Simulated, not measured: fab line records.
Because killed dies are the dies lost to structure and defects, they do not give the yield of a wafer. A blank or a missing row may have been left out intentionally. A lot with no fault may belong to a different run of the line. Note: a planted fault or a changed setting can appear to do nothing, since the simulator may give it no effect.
fab line records    flow sky130
record lots=13  wafers=39  last_day=50
route steps=708 shown FIELD_ISO@3 VT_ADJUST_LVTN@117 LDD_LDN@296
lots that met no fault: taken from a fault-free run of the same line
start_h: start of the lot's first displayed wafer, in hours after the record's first day    wait_h: time in hours since the lot's previous step    " same as the row above    L1.1+2: a row that stands for several wafers    - value missing, or start not given    * or withheld: withheld    < > ~ a bound
route shown NAME@n: a module of which the file shows steps, and the number in the route of the first    usual: average and standard deviation across the fault-free wafers    same: alike in all rows    chamber/n: place in a boat    sites: each site's reading    _std_site: standard deviation across them    _edge_site: the outer-site mean with the inner-site mean subtracted    radius_mm: how far each site lies from the wafer's centre    mask NAME#n: copy n    behind: the most recent tool/chamber to have shaped the wafer    hold: cause of the lot's hold/its duration in hours/its outcome    device: the n, p or np transistor that did not switch    end of line: tests of these same wafers at the route's end    step lacking rows: just its recipe    killed: dies that structure and defects cost at the first sort, which is not the same as the wafer's yield    map: shows each die of a wafer: x if killed, . if not, _ if none is there
set.NAME: the setting that was run; set.NAME@STEP: the one run at that earlier step    model.NAME: the simulator's own value behind a step, which no gauge read
the route's steps for a sample of lots (tables are steps, rows are wafers)
services: from which hour (start_h, from the record's first day; less than 0 if before it) a tool's chamber was out of use, for how many hours, and why
## steps
# step SKY_FIELD_ISO_THK_MEAS_02
# recipe reads=SiO2_of_FIELD_ISO_OXIDATION_01
# usual FIELD_ISO_OXIDATION_00_THK=12.17/0.26
lot.wafer  tool           chamber  start_h  wait_h  FIELD_ISO_OXIDATION_00_THK[nm]
L166.1     film_metro-03  -        11.69    0.0     12.41
L166.5     "              -        "        "       12.24
L166.6     "              -        "        "       12.52
L167.1     film_metro-04  -        16.70    0.0     11.78
L167.3     "              -        "        "       11.98
L167.6     "              -        "        "       11.82
L169.1     film_metro-03  -        26.95    0.0     11.93
L169.2     "              -        "        "       12.06
L169.5     "              -        "        "       11.95
L170.1     film_metro-03  -        32.51    0.0     12.13
L170.3     "              -        "        "       12.22
L170.4     "              -        "        "       12.30
L171.3     film_metro-01  -        37.49    0.0     12.66
L171.5     "              -        "        "       12.54
L171.6     "              -        "        "       12.46
L173.1     film_metro-04  -        48.07    0.0     12.27
L173.4     "              -        "        "       12.35
L173.6     "              -        "        "       12.03
L174.2     film_metro-01  -        51.64    0.0     11.90
L174.3     "              -        "        "       12.02
L174.5     "              -        "        "       12.13
L175.2     film_metro-03  -        56.64    0.0     12.58
L175.3     "              -        "        "       12.41
L175.6     "              -        "        "       12.33
L176.2     film_metro-03  -        61.64    0.0     12.00
L176.3     "              -        "        "       11.97
L176.5     "              -        "        "       11.99
L185.2     film_metro-04  -        106.64   0.0     12.00
L185.5     "              -        "        "       12.05
L185.6     "              -        "        "       12.11
L186.3     film_metro-04  -        116.12   0.0     12.18
L186.4     "              -        "        "       12.04
L186.6     "              -        "        "       11.97
L187.1     film_metro-03  -        123.12   0.0     12.26
L187.4     "              -        "        "       12.25
L187.5     "              -        "        "       12.20
L189.3     film_metro-03  -        134.11   0.0     12.25
L189.5     "              -        "        "       11.92
L189.6     "              -        "        "       12.06
# step SKY_FIELD_ISO_WET_ETCH_21
# recipe chemistry=dHF  dilution=100:1  target_depth_nm=20  dry=ipa_marangoni  target=SiO2  temp_c=25  time_s=400
# usual bath_heat_duty_pct=6.5/0.68  run_length_s=427/3.2  temp_c=25.01/0.11
lot.wafer  tool          chamber  start_h  wait_h  bath_heat_duty_pct  run_length_s  temp_c
L166.1     wet_bench-01  3        31.09    0.0     6.2                 424           25.02
L166.5     "             3        "        "       6.7                 424           25.02
L166.6     "             3        "        "       6.5                 424           24.92
L167.1     wet_bench-04  1        34.23    0.0     6.2                 426           25.10
L167.3     "             1        "        "       7.1                 426           25.13
L167.6     "             1        "        "       6.6                 426           25.14
L169.1     wet_bench-01  3        44.69    0.0     7.0                 425           25.13
L169.2     "             3        "        "       6.1                 425           25.11
L169.5     "             3        "        "       7.1                 425           25.02
L170.1     wet_bench-01  1        50.79    0.0     7.1                 426           25.00
L170.3     "             1        "        "       6.7                 426           25.08
L170.4     "             1        "        "       6.1                 426           24.96
L171.3     wet_bench-02  1        56.00    0.0     5.4                 435           24.98
L171.5     "             1        "        "       5.1                 435           25.05
L171.6     "             1        "        "       5.2                 435           25.10
L173.1     wet_bench-04  1        66.39    0.0     6.3                 425           25.05
L173.4     "             1        "        "       5.9                 425           24.94
L173.6     "             1        "        "       5.9                 425           24.89
L174.2     wet_bench-02  3        71.14    0.0     7.5                 425           25.15
L174.3     "             3        "        "       7.3                 425           25.05
L174.5     "             3        "        "       7.1                 425           25.05
L175.2     wet_bench-01  3        75.84    0.0     6.0                 425           24.82
L175.3     "             3        "        "       7.1                 425           24.85
L175.6     "             3        "        "       6.2                 425           24.78
L176.2     wet_bench-01  2        82.15    0.0     6.5                 434           24.98
L176.3     "             2        "        "       7.4                 434           24.89
L176.5     "             2        "        "       6.5                 434           24.94
L185.2     wet_bench-01  1        126.88   0.0     6.7                 387           24.88
L185.5     "             1        "        "       6.9                 387           24.93
L185.6     "             1        "        "       6.6                 387           24.73
L186.3     wet_bench-01  1        136.99   0.0     6.5                 381           24.98
L186.4     "             1        "        "       5.7                 381           24.91
L186.6     "             1        "        "       6.1                 381           25.02
L187.1     wet_bench-02  3        143.24   0.0     6.6                 425           24.92
L187.4     "             3        "        "       6.7                 425           24.99
L187.5     "             3        "        "       6.7                 425           25.07
L189.3     wet_bench-04  3        155.38   0.0     8.3                 424           25.15
L189.5     "             3        "        "       7.8                 424           25.12
L189.6     "             3        "        "       7.3                 424           25.09
# step SKY_VT_ADJUST_LVTN_STRIP_20
# recipe chemistry=O2/N2  power_w=1400  pressure_mtorr=1500  platen_temp_c=withheld  o2_flow_sccm=3000  n2_flow_sccm=300  overash_fraction=0.5
# usual drypump_motor_current_A=5.56/0.24  oes_product_au=0.716/0.0044  strip_time_to_endpoint_s=14.18/0.033
lot.wafer  tool             chamber  start_h  wait_h  drypump_motor_current_A  oes_product_au  rf_hours_counter_h  strip_time_to_endpoint_s
L166.1     plasma_asher-03  0        162.68   0.1     5.43                     0.710           38                  14.16
L166.5     "                1        "        "       5.96                     0.714           -                   14.18
L166.6     "                0        "        "       5.44                     0.712           -                   14.25
L167.1     plasma_asher-01  1        164.64   0.1     5.26                     0.726           46                  14.14
L167.3     "                0        "        "       5.46                     0.715           -                   14.22
L167.6     "                1        "        "       5.23                     0.717           -                   14.23
L169.1     plasma_asher-03  1        178.69   0.1     5.97                     0.708           40                  14.20
L169.2     "                0        "        "       5.43                     0.712           40                  14.19
L169.5     "                0        "        "       5.43                     0.718           -                   14.22
L170.1     plasma_asher-04  0        187.83   0.1     5.70                     0.716           49                  14.23
L170.3     "                0        "        "       5.69                     0.716           -                   14.19
L170.4     "                1        "        "       5.37                     0.713           -                   14.21
L171.3     plasma_asher-04  0        194.88   0.1     5.68                     0.718           -                   14.17
L171.5     "                1        "        "       5.39                     0.713           -                   14.17
L171.6     "                0        "        "       5.69                     0.710           -                   14.16
L173.1     plasma_asher-04  0        210.78   0.1     5.73                     0.713           51                  14.18
L173.4     "                0        "        "       5.69                     0.722           -                   14.15
L173.6     "                1        "        "       5.37                     0.717           -                   14.15
L174.2     plasma_asher-03  1        212.04   0.1     5.94                     0.712           43                  14.16
L174.3     "                1        "        "       5.95                     0.718           -                   14.17
L174.5     "                0        "        "       5.44                     0.717           -                   14.17
L175.2     plasma_asher-03  1        218.83   0.1     5.96                     0.721           44                  14.14
L175.3     "                0        "        "       5.42                     0.713           -                   14.21
L175.6     "                1        "        "       5.95                     0.707           -                   14.16
L176.2     plasma_asher-03  0        229.14   0.1     5.44                     0.719           44                  14.08
L176.3     "                1        "        "       5.94                     0.712           -                   14.11
L176.5     "                1        "        "       5.95                     0.719           -                   14.11
L185.2     plasma_asher-01  0        297.89   0.1     5.48                     0.716           60                  14.16
L185.5     "                0        "        "       5.48                     0.716           -                   14.24
L185.6     "                1        "        "       5.24                     0.708           -                   14.23
L186.3     plasma_asher-04  0        303.52   0.1     5.68                     0.712           -                   14.20
L186.4     "                1        "        "       5.37                     0.722           -                   14.19
L186.6     "                0        "        "       5.71                     0.715           -                   14.18
L187.1     plasma_asher-03  0        309.70   0.1     5.43                     0.718           52                  14.19
L187.4     "                1        "        "       5.95                     0.718           -                   14.21
L187.5     "                0        "        "       5.43                     0.710           -                   14.16
L189.3     plasma_asher-03  0        326.82   0.1     5.46                     0.713           -                   14.15
L189.5     "                0        "        "       5.44                     0.717           -                   14.20
L189.6     "                1        "        "       5.95                     0.728           -                   14.20
# step SKY_LDD_LDN_OVL_MEAS_07
# usual LDD_LDN_OVL=0.8/1.4
lot.wafer  tool        chamber  start_h  wait_h  LDD_LDN_OVL[nm]
L167.1     overlay-02  -        526.83   0.1     -1.2
L167.3     "           -        "        "       -1.4
L167.6     "           -        "        "       -2.2
L166.1     overlay-01  -        527.70   0.1     1.5
L166.5     "           -        "        "       1.2
L166.6     "           -        "        "       1.5
L169.1     overlay-01  -        549.08   0.1     1.6
L169.2     "           -        "        "       2.4
L169.5     "           -        "        "       2.9
L170.1     overlay-02  -        560.99   0.1     1.1
L170.3     "           -        "        "       1.0
L170.4     "           -        "        "       1.4
L171.3     overlay-01  -        570.11   0.1     0.8
L171.5     "           -        "        "       0.0
L171.6     "           -        "        "       1.5
L174.2     overlay-01  -        588.04   0.1     3.1
L174.3     "           -        "        "       1.8
L174.5     "           -        "        "       3.6
L173.1     overlay-02  -        590.60   0.1     2.0
L173.4     "           -        "        "       -0.9
L173.6     "           -        "        "       -0.5
L175.2     overlay-02  -        602.51   0.1     1.4
L175.3     "           -        "        "       0.9
L175.6     "           -        "        "       1.5
L176.2     overlay-01  -        613.94   0.1     0.9
L176.3     "           -        "        "       -1.8
L176.5     "           -        "        "       -2.1
L185.2     overlay-02  -        694.34   0.1     4.1
L185.5     "           -        "        "       3.7
L185.6     "           -        "        "       4.1
L186.3     overlay-01  -        697.79   0.1     1.6
L186.4     "           -        "        "       -0.1
L186.6     "           -        "        "       1.9
L187.1     overlay-02  -        706.55   0.1     0.2
L187.4     "           -        "        "       0.3
L187.5     "           -        "        "       0.9
L189.3     overlay-01  -        723.74   0.1     0.6
L189.5     "           -        "        "       1.4
L189.6     "           -        "        "       1.7
## services
tool             chamber  start_h  hours  kind
plasma_asher-01  -        49.37    2.4    repair
plasma_asher-01  -        89.23    4.1    repair
wet_bench-04     -        122.67   1.7    repair
wet_bench-02     -        134.12   3.0    repair
plasma_asher-04  -        164.17   7.2    repair
plasma_asher-04  -        266.30   1.3    repair
wet_bench-01     -        285.07   6.1    repair
## key
first_sign step=SKY_FIELD_ISO_WET_ETCH_21  reading=run_length_s  direction=down  sigmas=14  usual=*  struck=*
effect none on later readings
met_at SKY_FIELD_ISO_WET_ETCH_21
struck_lots L185,L186
tester_left_out L185,L186
not_acting_at SKY_FIELD_ISO_THK_MEAS_02,SKY_VT_ADJUST_LVTN_STRIP_20,SKY_LDD_LDN_OVL_MEAS_07
onset_between 82.15 126.88
fault kind=process_parameter_drift  tool=wet_bench-01  chamber=-  onset_h=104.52  steps=SKY_FIELD_ISO_WET_ETCH_21  channel=time_s  offset=*  shape=step  end_h=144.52  acts_in=*  stated=*
# tester_left_out: of these lots the tester's yield and bins aren't shown, on N5 and GAA mostly nor the transistor test; their killed dies are dies lost to structure and defects alone, not to doping, threshold or leakage, so they don't give the yield
